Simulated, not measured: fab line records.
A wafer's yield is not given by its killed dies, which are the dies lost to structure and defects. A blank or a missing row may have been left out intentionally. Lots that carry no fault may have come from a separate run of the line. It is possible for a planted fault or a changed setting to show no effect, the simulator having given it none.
Which tool is to blame? | flow gf180mcu | Sampling: 15 lots, 45 wafers, 2 of 602 route steps

== WHAT THE GAUGES SHOWED, per wafer ==
GF_POLY_GATE_CD_MEAS_18. Usual: cd-nm 279.9 nm, standard deviation 1.4.
lot  | measured     | on        | cd-nm (nm)        | flag
L523 | day 9 10:08  | cd-sem-01 | 278.5 280.9 278.8 |
L524 | day 9 16:58  | cd-sem-01 | 279.3 276.9 277.7 |
L525 | day 9 20:19  | cd-sem-01 | 277.2 278.9 279.2 |
L526 | day 10 00:55 | cd-sem-02 | 279.3 278.6 279.5 |
L528 | day 10 19:21 | cd-sem-01 | 279.7 279.0 281.9 |
L529 | day 11 01:22 | cd-sem-02 | 279.5 280.1 280.8 |
L530 | day 11 09:13 | cd-sem-01 | 279.5 277.6 279.1 |
L531 | day 11 17:49 | cd-sem-02 | 281.8 281.2 281.9 |
L532 | day 12 01:16 | cd-sem-02 | 277.0 279.3 279.4 |
L533 | day 12 08:49 | cd-sem-02 | 279.8 279.6 281.3 |
L540 | day 14 07:24 | cd-sem-02 | 279.2 280.5 278.4 |
L541 | day 14 12:23 | cd-sem-02 | 279.6 279.7 280.5 |
L542 | day 14 21:59 | cd-sem-02 | 280.9 279.9 279.5 |
L543 | day 15 07:22 | cd-sem-02 | 278.6 279.9 280.1 |
L546 | day 16 03:11 | cd-sem-02 | 280.0 279.5 279.8 |

GF_HV_LDD_OVL_MEAS_20. Usual: HV_LDD_01_OVL 0.5 nm, standard deviation 1.5.
lot  | measured     | on         | HV_LDD_01_OVL (nm) | flag
L523 | day 10 22:10 | overlay-02 | -1.6 1.4 -0.3      |
L524 | day 11 05:19 | overlay-01 | 2.0 1.0 1.8        |
L525 | day 11 08:46 | overlay-02 | 2.0 1.6 0.6        |
L526 | day 11 14:26 | overlay-02 | 4.5 3.6 2.8        |
L528 | day 12 09:28 | overlay-01 | 2.4 1.9 1.8        |
L529 | day 12 15:50 | overlay-01 | 1.0 1.0 -0.3       |
L530 | day 12 23:04 | overlay-02 | 1.0 2.6 -0.3       |
L531 | day 13 09:20 | overlay-01 | -0.9 -2.2 -0.3     |
L532 | day 13 16:42 | overlay-01 | 2.7 1.6 0.2        |
L533 | day 14 01:18 | overlay-01 | -1.9 -1.8 -1.0     |
L540 | day 16 02:49 | overlay-02 | -0.6 0.5 -0.3      |
L541 | day 16 08:49 | overlay-02 | -0.9 -1.5 -1.9     |
L542 | day 16 17:43 | overlay-01 | -0.4 0.0 0.1       |
L543 | day 17 03:22 | overlay-01 | -0.6 -2.0 -0.9     |
L546 | day 17 23:34 | overlay-02 | 1.2 0.4 -0.2       |

== TOOL THAT RAN EACH LOT (tool first, then ch and the chambers of the sampled wafers, then the start) ==
No process step before these readings appears in the record.

== WHAT THE TOOLS THEMSELVES READ (means of the sampled wafers that have a number; where no wafer has one, the mark that the record gives instead) ==
The record holds no such reading with a usual standard deviation.

== THE ANSWER, worked out from the rows above alone ==
Rule: a lot is off if the mean of its wafers that have a number lies more than 3 standard deviations from the usual mean. Also off: a lot with no number at a reading for which 4 or more lots have one. Where the step has rows for the other lots, those lots are counted as sound. After the gauges, taken in route order, come the tools' own readings; for these a lot's mean is taken, as printed above. At the first step where some lot is off, the reading lying furthest off is the one used; lots without a number count as furthest.
Across all readings shown, no lot is off: no conclusion can be drawn from this.

== WHAT THE SIMULATOR PUT IN ==
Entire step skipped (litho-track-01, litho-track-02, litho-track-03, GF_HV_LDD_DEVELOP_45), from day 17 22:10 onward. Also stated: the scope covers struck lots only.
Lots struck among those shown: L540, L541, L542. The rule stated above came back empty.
